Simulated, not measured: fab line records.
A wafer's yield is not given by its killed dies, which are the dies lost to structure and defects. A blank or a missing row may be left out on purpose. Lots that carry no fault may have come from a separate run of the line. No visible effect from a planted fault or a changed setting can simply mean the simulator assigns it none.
The tool behind it: which one? ; flow gf180mcu ; 36 wafers from 12 lots sampled at 3 of the route's 602 steps

== WHAT THE GAUGES SHOWED, per wafer ==
GF_V3_THK_MEAS_25: measures by xrf.
lot;measured;on;V3_W_THK (nm)
L075;day 23 07:59;film_metro-02;343 345 339
L077;day 23 23:11;film_metro-02;341 340 337
L079;day 24 18:56;film_metro-04;333 335 333
L081;day 25 17:32;film_metro-01;343 332 335
L083;day 26 00:58;film_metro-02;340 343 342
L085;day 26 13:45;film_metro-01;338 341 340
L087;day 27 10:44;film_metro-02;345 344 346
L089;day 27 21:47;film_metro-04;335 329 331
L091;day 28 10:37;film_metro-04;331 337 330
L093;day 29 00:46;film_metro-02;347 348 347
L095;day 29 16:54;film_metro-01;341 338 337
L097;day 30 00:22;film_metro-02;341 343 347

== WHICH TOOL RAN EACH LOT (tool, then ch and the chambers of the sampled wafers, then the start) ==
lot;GF_V3_CVD_02;GF_V3_CVD_23
L075;pecvd-04 ch 1,2, day 22 06:59;cvd_w-01 ch 0,1, day 23 07:44
L077;pecvd-02 ch 0,1,2, day 22 22:43;cvd_w-01 ch 0,1, day 23 22:57
L079;pecvd-01 ch 0,1,2, day 23 19:11;cvd_w-01 ch 0,1, day 24 18:43
L081;pecvd-04 ch 0,1,2, day 24 18:37;cvd_w-01 ch 0,1, day 25 17:17
L083;pecvd-02 ch 0,1,2, day 25 02:44;cvd_w-02 ch 0,1, day 26 00:44
L085;pecvd-01 ch 0,1,2, day 25 14:19;cvd_w-01 ch 0,1, day 26 13:32
L087;pecvd-04 ch 0,1,2, day 26 11:56;cvd_w-01 ch 0,1, day 27 10:30
L089;pecvd-04 ch 0,1,2, day 26 23:28;cvd_w-01 ch 0,1, day 27 21:34
L091;pecvd-04 ch 0,2, day 27 13:04;cvd_w-02 ch 0,1, day 28 10:22
L093;pecvd-01 ch 0,1,2, day 28 03:50;cvd_w-01 ch 0,1, day 29 00:32
L095;pecvd-01 ch 0,1, day 28 20:14;cvd_w-02 ch 1, day 29 16:40
L097;pecvd-01 ch 0,1, day 29 03:38;cvd_w-02 ch 0,1, day 30 00:08
- GF_V3_CVD_02: deposits SiO2 from TEOS, target thk 850 nm, time 94.851 s.
- GF_V3_CVD_23: deposits W, target thk 350 nm, time 104.9 s.

== THE ANSWER, worked out from the rows above alone ==
Rule: what is usual is taken from the lots themselves. The widest of any qualifying gaps counts: lots, ordered by their means at a reading, are off when they make up no more than a third of the lots, leave a main group of 4 or more, and stand apart from it by 3 or more times the standard deviation of that group's means. Not used: any main group whose means are identical at the precision the tables above print for the reading. Also off: a lot with no number at a reading for which 4 or more lots have one. Where the step has rows for the other lots, those lots are counted as sound.
No lot is off on any of the readings shown, so nothing can be concluded from this.

== WHAT THE SIMULATOR PUT IN ==
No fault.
